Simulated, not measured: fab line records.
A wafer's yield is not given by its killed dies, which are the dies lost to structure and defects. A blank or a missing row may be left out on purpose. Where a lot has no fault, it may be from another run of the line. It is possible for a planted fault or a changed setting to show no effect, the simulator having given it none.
2 desks looking at one fault ; flow gf180mcu ; only its own numbers are on each desk; what lay behind them is given at the end

== THE TOOL OWNER'S DESK: iline stepper-02 ==
The tool's own readings at GF_HV_LDD_EXPOSE_28 (exposes mask Nplus HV AREA, target cd 400 nm): means of the sampled wafers that have a number, for each lot that ran on this tool. If a lot's mean is further than 4 standard deviations from the usual mean, the lot is out of limits and carries the mark OUT (the distance appears in the brackets).
Columns: A = exposure dose mJ cm2 at GF_HV_LDD_EXPOSE_28, usual 140.02
lot;first seen here;A
L415;day 11 11:35;140.00
L417;day 11 22:50;140.28
L420;day 13 07:03;140.00
L423;day 14 04:10;140.02
L426;day 15 02:50;112.23 (-99 or more) OUT
L429;day 16 09:34;112.07 (-99 or more) OUT
This desk finds L426, L429 out of limits, L426 being first, at day 15 02:50 (exposure dose mJ cm2 at GF_HV_LDD_EXPOSE_28). Within limits: L415, L417, L420, L423.

== FROM THE METROLOGY DESK ==
What the gauges read for every lot (on any tool): the sampled wafers with a number, averaged. If a lot's mean is further than 4 standard deviations from the usual mean, the lot is out of limits and carries the mark OUT (the distance appears in the brackets).
Columns: A = POLY_GATE_OXIDATION_THK at GF_POLY_GATE_THK_MEAS_17, usual 3.97 nm; B = cd nm at GF_HV_LDD_CD_MEAS_31, usual 400.4 nm
lot;first seen here;A;B
L414;day 9 10:46;4.04;403.9
L415;day 9 13:53;4.04;402.8
L417;day 9 23:55;3.89;397.8
L419;day 10 15:28;3.99;400.6
L420;day 11 05:46;4.06;400.9
L421;day 11 14:32;4.08;401.2
L423;day 12 01:46;3.95;401.5
L426;day 12 23:32;4.17;338.1 (-31) OUT
L429;day 14 03:46;3.99;336.8 (-32) OUT
L431;day 14 12:19;4.04;402.1
L434;day 15 03:08;3.92;400.3
L437;day 16 01:38;4.08;399.2
This desk finds L426, L429 out of limits, L426 being first, at day 15 12:25 (cd nm at GF_HV_LDD_CD_MEAS_31). Within limits: L414, L415, L417, L419, L420, L421, L423, L431, L434, L437.

== ALL TOGETHER ==
An alarm could have come from the tool owner's desk at day 15 02:50, on L426, L429.
At day 15 12:25 the metrology desk could have sounded an alarm, on L426, L429.
The lots listed all ran GF_HV_LDD_EXPOSE_28 on iline stepper-02.

== WHAT THE SIMULATOR PUT IN ==
Process parameter drift: iline stepper-02, from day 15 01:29 on, at GF_HV_LDD_EXPOSE_28. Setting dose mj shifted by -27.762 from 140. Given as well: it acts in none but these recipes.
Lots struck among those shown: L426, L429.
Fault start to first reading out of limits, in hours, per desk: tool owner, 1; metrology, 11.
